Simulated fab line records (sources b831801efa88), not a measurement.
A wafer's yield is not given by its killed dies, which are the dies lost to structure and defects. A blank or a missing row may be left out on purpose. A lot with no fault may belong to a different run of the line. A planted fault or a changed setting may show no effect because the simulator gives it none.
What tool caused it? + flow sky130 + 6 lots, 16 wafers sampled, at 3 steps of a route of 708

== WHAT THE GAUGES READ, wafer by wafer ==
SKY_SD_N_CD_MEAS_07: the cd target is 380 nm.
| lot  | measured     | on        | cd-nm (nm)        |
|------|--------------|-----------|-------------------|
| L419 | day 28 06:52 | cd-sem-01 | 377.4 379.9 380.4 |
| L422 | day 30 00:38 | cd-sem-01 | 377.4 379.6 381.9 |
| L426 | day 30 23:13 | cd-sem-01 | 380.1 382.0 381.9 |
| L429 | day 31 21:41 | cd-sem-01 | 431.6 432.1       |
| L433 | day 32 09:01 | cd-sem-01 | 383.1 432.0       |
| L440 | day 34 16:13 | cd-sem-02 | 378.2 380.6 379.1 |

== TOOL THAT RAN EACH LOT (tool first, then ch and the chambers of the sampled wafers, then the start) ==
| lot  | SKY_FIELD_ISO_CMP_27         | SKY_SD_N_COAT_02                  |
|------|------------------------------|-----------------------------------|
| L419 | cmp-01 ch 0,3, day 2 15:36   | litho-track-04 ch 0, day 27 15:55 |
| L422 | cmp-02 ch 0,1, day 3 15:26   | litho-track-02 ch 0, day 29 10:57 |
| L426 | cmp-02 ch 0,1,3, day 4 04:51 | litho-track-02 ch 0, day 30 08:13 |
| L429 | cmp-02 ch 0,1, day 4 21:20   | litho-track-02 ch 0, day 31 07:58 |
| L433 | cmp-01 ch 2,3, day 5 13:47   | litho-track-02 ch 0, day 31 19:16 |
| L440 | cmp-02 ch 0,2,3, day 7 06:37 | litho-track-01 ch 0, day 34 01:39 |
- SKY_FIELD_ISO_CMP_27: polishes, stops on Si3N4, t overpolish 16 s, target thk 457.8 nm.
- SKY_SD_N_COAT_02: resist thk 1140 nm.

== THE ANSWER, worked out from the rows above alone ==
Rule: the lots themselves supply what counts as usual. Put in order of their means at a reading, lots are off if they are a third of the lots or fewer, leave a main group of 4 or more, and stand apart from it by a gap of 3 or more times the standard deviation of the main group's means; of several such gaps the widest counts. The tables above print the reading to a certain number of digits; a main group whose means all agree to those digits is not used. Also off: a lot with no number at a reading for which 4 or more lots have one. All remaining lots with rows at the step are treated as sound.
Off: L429, L433 (SKY_SD_N_CD_MEAS_07, cd-nm). For the main group the mean is 379.9 nm and the standard deviation 0.86.
If a tool, at a process step before that reading, ran all the lots that are off and no sound lot after the first of them, it fits. The gauges at SKY_SD_N_CD_MEAS_07 are tried like those tools. This does not decide it: 2 tools fit, namely litho-track-02 at SKY_SD_N_COAT_02 and cd-sem-01 at SKY_SD_N_CD_MEAS_07.

== WHAT THE SIMULATOR HAD INSERTED ==
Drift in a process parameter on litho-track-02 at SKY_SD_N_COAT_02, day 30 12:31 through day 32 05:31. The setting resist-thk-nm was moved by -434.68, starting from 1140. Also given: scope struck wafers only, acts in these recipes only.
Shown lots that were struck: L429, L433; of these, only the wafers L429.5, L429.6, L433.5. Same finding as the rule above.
